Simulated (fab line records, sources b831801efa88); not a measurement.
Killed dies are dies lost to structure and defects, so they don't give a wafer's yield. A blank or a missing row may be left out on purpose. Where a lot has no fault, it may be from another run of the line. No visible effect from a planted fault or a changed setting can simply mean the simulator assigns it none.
fab line records + flow gf180mcu
[record]
- lots = 6
- wafers = 18
- lastDay = 32
route steps=602 shown M4@475 V4@476
lots untouched by any fault: they come from a run of this same line in which no faults occurred
startH: hours from the record's first day to the start of the lot's first wafer shown + waitH: hours from the lot's prior step to this one + " same as the row above + L1.1+2: a row that stands for several wafers + - no value, or no start was given + * or withheld: withheld + < > ~ a bound
route shown NAME@n: a module of which the file shows steps, and the number in the route of the first + usual: mean/standard deviation of fault-free wafers + same: alike in all rows + chamber/n: place in a boat + sites: the reading at each site + _std_site: standard deviation of those values + _edge_site: inner sites' mean taken away from outer sites' mean + radiusMm: how far each site lies from the wafer's centre + mask NAME#n: copy n + behind: tool/chamber where the wafer was last shaped + hold: why the lot was held/for how many hours/how that ended + device: transistor that didn't switch, given as n, p or np + end of line: at the end of the route, the tests of the same wafers + for a step that has no rows: nothing shown but its recipe + killed: at the first sort, the dies lost to defects and structure; wafer yield is something else + map: shows each die of a wafer: x if killed, . if not, _ if none is there
set.NAME: the setting as run; set.NAME@STEP: as run at that earlier step + model.NAME: the simulator's own value behind a step, which no gauge read
a table for each step, a row for each wafer; lots at some steps of the route
services: the hour from which a tool's chamber was out of use, counted from the record's first day as startH (under 0 if before that day), plus the number of hours and why
[[steps]]
[step GF_M4_CLEAN_19]
[recipe]
- chemistry = DIW
- dry = n2Spin
[step GF_V4_CVD_00]
[recipe]
- material = SiO2
- targetThkNm = 600
- sigmaOpenFrac = 0.3
- tempC = 400
- timeS = 100
- sih4FlowSccm = 60
- pressureMtorr = 6
[step GF_V4_THK_MEAS_01]
[recipe]
- reads = SiO2_of_V4_CVD_00
[usual]
- V4_CVD_00_THK = 600/6.6
| lot.wafer | tool         | chamber | startH | waitH | V4_CVD_00_THK[nm] |
|-----------|--------------|---------|--------|-------|-------------------|
| L847.2    | filmMetro-03 | -       | 558.08 | 0.0   | 588               |
| L847.5    | "            | -       | "      | "     | 580               |
| L847.6    | "            | -       | "      | "     | 593               |
| L849.3    | filmMetro-03 | -       | 566.90 | 0.1   | 606               |
| L849.5    | "            | -       | "      | "     | 604               |
| L849.6    | "            | -       | "      | "     | 595               |
| L852.4    | filmMetro-03 | -       | 595.20 | 0.0   | 606               |
| L852.5    | "            | -       | "      | "     | 594               |
| L852.6    | "            | -       | "      | "     | 596               |
| L854.1    | filmMetro-03 | -       | 609.76 | 0.0   | 604               |
| L854.3    | "            | -       | "      | "     | 597               |
| L854.5    | "            | -       | "      | "     | 595               |
| L859.2    | filmMetro-03 | -       | 651.96 | 0.0   | 610               |
| L859.4    | "            | -       | "      | "     | 604               |
| L859.5    | "            | -       | "      | "     | 600               |
| L860.1    | filmMetro-03 | -       | 658.03 | 0.0   | 601               |
| L860.2    | "            | -       | "      | "     | 607               |
| L860.3    | "            | -       | "      | "     | 602               |
[step GF_V4_CVD_02]
[recipe]
- material = SiO2
- targetThkNm = 850
- precursor = TEOS
- tempC = 400
- timeS = 94.851
- rfW = 600
[usual]
- heaterPowerOuterW = 354/66
- heaterPowerW = 610/80
| lot.wafer | tool     | chamber | startH | waitH | heaterPowerOuterW | heaterPowerW |
|-----------|----------|---------|--------|-------|-------------------|--------------|
| L847.2    | pecvd-01 | 2       | 558.13 | 0.0   | 268               | 472          |
| L847.5    | "        | 2       | "      | "     | 287               | 501          |
| L847.6    | "        | 1       | "      | "     | 347               | 609          |
| L849.3    | pecvd-04 | 1       | 566.94 | 0.0   | 412               | 684          |
| L849.5    | "        | 2       | "      | "     | 336               | 561          |
| L849.6    | "        | 0       | "      | "     | 291               | 568          |
| L852.4    | pecvd-03 | 0       | 595.26 | 0.1   | 374               | 698          |
| L852.5    | "        | 1       | "      | "     | 497               | 762          |
| L852.6    | "        | 2       | "      | "     | 355               | 591          |
| L854.1    | pecvd-01 | 1       | 609.82 | 0.1   | 335               | 603          |
| L854.3    | "        | 0       | "      | "     | 401               | 653          |
| L854.5    | "        | 0       | "      | "     | 428               | 684          |
| L859.2    | pecvd-04 | 1       | 652.01 | 0.0   | 370               | 638          |
| L859.4    | "        | 0       | "      | "     | 325               | 623          |
| L859.5    | "        | 1       | "      | "     | 406               | 649          |
| L860.1    | pecvd-04 | 1       | 658.09 | 0.1   | 403               | 666          |
| L860.2    | "        | 0       | "      | "     | 279               | 545          |
| L860.3    | "        | 2       | "      | "     | 382               | 627          |
[step GF_V4_THK_MEAS_03]
[recipe]
- reads = SiO2_of_V4_CVD_02
[usual]
- V4_CVD_02_THK = 850/12
| lot.wafer | tool         | chamber | startH | waitH | V4_CVD_02_THK[nm] |
|-----------|--------------|---------|--------|-------|-------------------|
| L847.2    | filmMetro-03 | -       | 558.21 | 0.0   | 837               |
| L847.5    | "            | -       | "      | "     | 842               |
| L847.6    | "            | -       | "      | "     | 859               |
| L849.3    | filmMetro-01 | -       | 567.02 | 0.1   | 857               |
| L849.5    | "            | -       | "      | "     | 863               |
| L849.6    | "            | -       | "      | "     | 863               |
| L852.4    | filmMetro-02 | -       | 595.33 | 0.0   | 869               |
| L852.5    | "            | -       | "      | "     | 850               |
| L852.6    | "            | -       | "      | "     | 862               |
| L854.1    | filmMetro-01 | -       | 609.89 | 0.0   | 857               |
| L854.3    | "            | -       | "      | "     | 851               |
| L854.5    | "            | -       | "      | "     | 861               |
| L859.2    | filmMetro-01 | -       | 652.09 | 0.0   | 835               |
| L859.4    | "            | -       | "      | "     | 841               |
| L859.5    | "            | -       | "      | "     | 847               |
| L860.1    | filmMetro-03 | -       | 658.21 | 0.1   | 848               |
| L860.2    | "            | -       | "      | "     | 833               |
| L860.3    | "            | -       | "      | "     | 827               |
[step GF_V4_CMP_04]
[recipe]
- material = SiO2
- downForcePsi = 4
- platenRpm = 60
- padVelocityMS = 0.94248
[usual]
- edgeZonePressureFrac = 1.000/0.0049
- motorCurrentA = 11.4/0.86
- timeToEndpointS = 78/5.2
| lot.wafer | tool   | chamber | startH | waitH | edgeZonePressureFrac | motorCurrentA | timeToEndpointS |
|-----------|--------|---------|--------|-------|----------------------|---------------|-----------------|
| L847.2    | cmp-01 | 3       | 558.36 | 0.1   | 1.003                | 10.1          | 71              |
| L847.5    | "      | 1       | "      | "     | 1.002                | 11.6          | 73              |
| L847.6    | "      | 2       | "      | "     | 0.995                | 10.7          | 78              |
| L849.3    | cmp-02 | 2       | 567.06 | 0.0   | 1.004                | 10.5          | 79              |
| L849.6    | "      | 2       | "      | "     | 1.001                | 10.9          | 80              |
| L849.5    | "      | 3       | "      | "     | 0.996                | 12.2          | 78              |
| L852.4    | cmp-01 | 0       | 595.46 | 0.1   | 1.003                | 12.7          | 78              |
| L852.6    | "      | 2       | "      | "     | 0.998                | 10.1          | 82              |
| L852.5    | "      | 3       | "      | "     | 1.000                | 11.0          | 80              |
| L854.1    | cmp-01 | 0       | 610.05 | 0.1   | 0.998                | 12.9          | 74              |
| L854.3    | "      | 1       | "      | "     | 1.001                | 11.8          | 81              |
| L854.5    | "      | 3       | "      | "     | 1.003                | 10.2          | 83              |
| L859.2    | cmp-01 | 1       | 652.14 | 0.0   | 0.998                | 12.2          | 77              |
| L859.4    | "      | 3       | "      | "     | 1.003                | 10.2          | 76              |
| L859.5    | "      | 1       | "      | "     | 0.998                | 11.8          | 81              |
| L860.1    | cmp-02 | 1       | 658.27 | 0.1   | 1.000                | 12.1          | 81              |
| L860.2    | "      | 2       | "      | "     | 0.995                | 10.2          | 72              |
| L860.3    | "      | 0       | "      | "     | 1.004                | 11.5          | 71              |
[step GF_V4_BOW_MEAS_05]
[recipe]
- mode = bow
[usual]
- V4_BOW = 136/8.6
| lot.wafer | tool         | chamber | startH | waitH | V4_BOW[um] |
|-----------|--------------|---------|--------|-------|------------|
| L847.2    | filmMetro-03 | -       | 558.58 | 0.2   | 129        |
| L847.5    | "            | -       | "      | "     | 131        |
| L847.6    | "            | -       | "      | "     | 138        |
| L849.3    | filmMetro-02 | -       | 567.40 | 0.3   | 136        |
| L849.5    | "            | -       | "      | "     | 141        |
| L849.6    | "            | -       | "      | "     | 142        |
| L852.4    | filmMetro-01 | -       | 595.72 | 0.2   | 150        |
| L852.5    | "            | -       | "      | "     | 148        |
| L852.6    | "            | -       | "      | "     | 140        |
| L854.1    | filmMetro-02 | -       | 610.25 | 0.1   | 134        |
| L854.3    | "            | -       | "      | "     | 137        |
| L854.5    | "            | -       | "      | "     | 145        |
| L859.2    | filmMetro-03 | -       | 652.46 | 0.3   | 141        |
| L859.4    | "            | -       | "      | "     | 133        |
| L859.5    | "            | -       | "      | "     | 123        |
| L860.1    | filmMetro-03 | -       | 658.57 | 0.2   | 118        |
| L860.2    | "            | -       | "      | "     | 128        |
| L860.3    | "            | -       | "      | "     | 126        |
[step GF_V4_DEHYDRATE_06]
[recipe]
- tempC = 200
- timeS = 60
[step GF_V4_HMDS_07]
[recipe]
- primeTimeS = 60
- primeTempC = 120
[step GF_V4_COAT_08]
[recipe]
- resist = BARC
- tempC = withheld
- timeS = withheld
- spinRpm = withheld
- resistThkNm = withheld
[step GF_V4_COAT_09]
[recipe]
- resist = KrF
- spinRpm = withheld
- resistThkNm = 1000
[step GF_V4_SOFTBAKE_10]
[recipe]
- tempC = 130
- timeS = 60
- resist = KrF
[step GF_V4_EXPOSE_11]
[recipe]
- maskId = Via4
- targetCdNm = 260
- na = 0.68
- sourceShape = conventional
- sigmaOuter = 0.6
- doseMj = 38
[usual]
- exposureDoseMJCm2 = 37.99/0.034
- focusOffsetNm = 0.2/0.56
| lot.wafer | tool          | chamber | startH | waitH | mask   | exposureDoseMJCm2 | focusOffsetNm |
|-----------|---------------|---------|--------|-------|--------|-------------------|---------------|
| L847.2    | krfScanner-02 | 0       | 569.69 | -     | Via4#0 | 37.95             | 0.6           |
| L847.5    | "             | 0       | "      | "     | Via4#0 | 37.98             | 0.8           |
| L847.6    | "             | 0       | "      | "     | Via4#0 | 37.97             | 0.5           |
| L849.3    | krfScanner-02 | 0       | 578.48 | -     | Via4#0 | 37.98             | 0.2           |
| L849.5    | "             | 0       | "      | "     | Via4#0 | 37.94             | 0.1           |
| L849.6    | "             | 0       | "      | "     | Via4#0 | 37.98             | -0.4          |
| L852.4    | krfScanner-01 | 0       | 606.19 | -     | Via4#0 | 38.03             | 0.6           |
| L852.5    | "             | 0       | "      | "     | Via4#0 | 38.03             | 1.0           |
| L852.6    | "             | 0       | "      | "     | Via4#0 | 38.00             | 1.3           |
| L854.1    | krfScanner-01 | 0       | 621.08 | -     | Via4#0 | 38.00             | 0.7           |
| L854.3    | "             | 0       | "      | "     | Via4#0 | 38.03             | 0.6           |
| L854.5    | "             | 0       | "      | "     | Via4#0 | 37.99             | -0.1          |
| L859.2    | krfScanner-01 | -       | 662.35 | -     | Via4#0 | -                 | -             |
| L859.4    | "             | -       | "      | "     | Via4#0 | -                 | -             |
| L859.5    | "             | -       | "      | "     | Via4#0 | -                 | -             |
| L860.1    | krfScanner-01 | -       | 668.78 | -     | Via4#0 | -                 | -             |
| L860.2    | "             | -       | "      | "     | Via4#0 | -                 | -             |
| L860.3    | "             | -       | "      | "     | Via4#0 | -                 | -             |
[step GF_V4_PEB_12]
[recipe]
- pebTempC = 135
- pebTimeS = 90
- resist = KrF
[[services]]
| tool          | chamber | startH | hours | kind   |
|---------------|---------|--------|-------|--------|
| krfScanner-01 | -       | 542.32 | 1.3   | pm     |
| pecvd-04      | -       | 544.89 | 0.3   | repair |
| krfScanner-02 | -       | 545.73 | 1.4   | repair |
| cmp-01        | -       | 550.66 | 3.8   | repair |
| cmp-02        | -       | 556.84 | 0.8   | repair |
| cmp-02        | -       | 558.09 | 3.1   | repair |
| krfScanner-01 | -       | 567.52 | 0.8   | pm     |
| cmp-02        | -       | 572.00 | 4.0   | pm     |
| krfScanner-02 | -       | 572.71 | 1.0   | pm     |
| krfScanner-01 | -       | 577.55 | 4.4   | pm     |
| krfScanner-02 | -       | 584.24 | 0.8   | repair |
| cmp-02        | -       | 584.89 | 6.6   | pm     |
| pecvd-04      | -       | 591.12 | 14.0  | pm     |
| pecvd-01      | 2       | 620.51 | 4.0   | repair |
| krfScanner-02 | -       | 621.08 | 0.6   | repair |
| cmp-01        | -       | 624.35 | 0.9   | repair |
| cmp-02        | -       | 632.17 | 4.6   | pm     |
| pecvd-01      | 1       | 633.95 | 26.5  | repair |
| krfScanner-01 | -       | 637.87 | 1.0   | pm     |
| pecvd-04      | 0       | 639.68 | 5.0   | repair |
| cmp-02        | -       | 648.95 | 2.2   | repair |
| krfScanner-02 | -       | 654.33 | 1.3   | pm     |
| krfScanner-02 | -       | 656.05 | 0.8   | pm     |
| krfScanner-02 | -       | 667.52 | 0.8   | pm     |
[[key]]
[firstSign]
- step = GF_V4_EXPOSE_11
- reading = toolRecord
- direction = missing
effect none on later readings
metAt GF_V4_EXPOSE_11
struckWafers L859.2,L859.4,L859.5,L860.1,L860.2,L860.3
laterRowsLeftOut L859.2,L859.4,L859.5,L860.1,L860.2,L860.3
sortLeftOut L859.2,L859.4,L859.5,L860.1,L860.2,L860.3
onsetBetween 621.08 662.35
[fault]
- kind = skippedStepWhole
- tool = krfScanner-01
- chamber = -
- onsetH = 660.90
- steps = GF_V4_EXPOSE_11
- scope = struckLotsOnly
// sortLeftOut: the simulated sort isn't trusted on such a fault, so these wafers' sort isn't shown, and their yield isn't known
// laterRowsLeftOut: the simulator's readings of these wafers behind a module that went badly wrong aren't trusted and aren't shown, but for the sort
